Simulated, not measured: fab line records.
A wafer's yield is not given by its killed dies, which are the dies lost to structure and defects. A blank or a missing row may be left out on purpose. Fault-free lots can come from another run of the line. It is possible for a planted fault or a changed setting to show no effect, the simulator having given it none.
Split-lot experiment    flow gf180mcu    5 lots, 23 wafers read, on a route of 602 steps

## ABOUT THE SPLIT
At GF_STI_WET_ETCH_26 (etches SiO2 in dHF, target depth 94 nm, time 188 s), the setting time_s was moved away from the recipe's 188 s on 20 of the 23 wafers read, by -14.7% to +12.4%. All remaining wafers had this setting at the recipe value.

The split's own step is where the reading is taken.

## THE READING
SiO2_of_STI_CVD_23.thk_nm (the simulator's own value, which no gauge read), in nm, at GF_STI_WET_ETCH_26 (etches SiO2 in dHF, target depth 94 nm, time 188 s). No usual value for it is given in the file. Here, 3 wafers ran the recipe; their average is 431.8 nm with a standard deviation of 0.66 nm.

wafer   tool, chamber at the split  time_s as run, s  against the recipe  SiO2_of_STI_CVD_23.thk_nm, nm  against lot-mates on the recipe
L076.1  -, -                        211.3             +12.4%              419.2                          no lot-mate on the recipe
L076.2  -, -                        211.3             +12.4%              418.2                          no lot-mate on the recipe
L076.3  -, -                        211.3             +12.4%              420.9                          no lot-mate on the recipe
L076.4  -, -                        211.3             +12.4%              419.7                          no lot-mate on the recipe
L076.6  -, -                        211.3             +12.4%              420.1                          no lot-mate on the recipe
L079.2  wet_bench-04, 0             188               recipe              430.9                          -
L079.4  wet_bench-04, 0             188               recipe              432.4                          -
L079.5  wet_bench-04, 0             188               recipe              432.2                          -
L080.1  -, -                        208               +10.6%              419.1                          no lot-mate on the recipe
L080.2  -, -                        208               +10.6%              420.5                          no lot-mate on the recipe
L080.3  -, -                        208               +10.6%              419.3                          no lot-mate on the recipe
L080.5  -, -                        208               +10.6%              417.2                          no lot-mate on the recipe
L080.6  -, -                        208               +10.6%              418.8                          no lot-mate on the recipe
L081.1  -, -                        160.3             -14.7%              443.5                          no lot-mate on the recipe
L081.2  -, -                        160.3             -14.7%              444.7                          no lot-mate on the recipe
L081.3  -, -                        160.3             -14.7%              443.3                          no lot-mate on the recipe
L081.4  -, -                        160.3             -14.7%              446                            no lot-mate on the recipe
L081.6  -, -                        160.3             -14.7%              444.6                          no lot-mate on the recipe
L083.1  -, -                        173.2             -7.9%               437.8                          no lot-mate on the recipe
L083.5  -, -                        173.2             -7.9%               437.8                          no lot-mate on the recipe
L083.2  -, -                        173.2             -7.9%               438.5                          no lot-mate on the recipe
L083.4  -, -                        173.2             -7.9%               438                            no lot-mate on the recipe
L083.6  -, -                        173.2             -7.9%               438.8                          no lot-mate on the recipe

FIT RESULTS
A straight line over all 23 wafers: SiO2_of_STI_CVD_23.thk_nm changes by -0.958 nm for each +1% of time_s; r = -0.99; the points scatter about the line by 1.3 nm.
Too few moved wafers with a lot-mate on the recipe to fit a line net of each lot's own level.

## THE FILE'S OWN FIT
SiO2_of_STI_CVD_23.thk_nm changes by -0.959 nm for each +1% of time_s, r = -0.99.
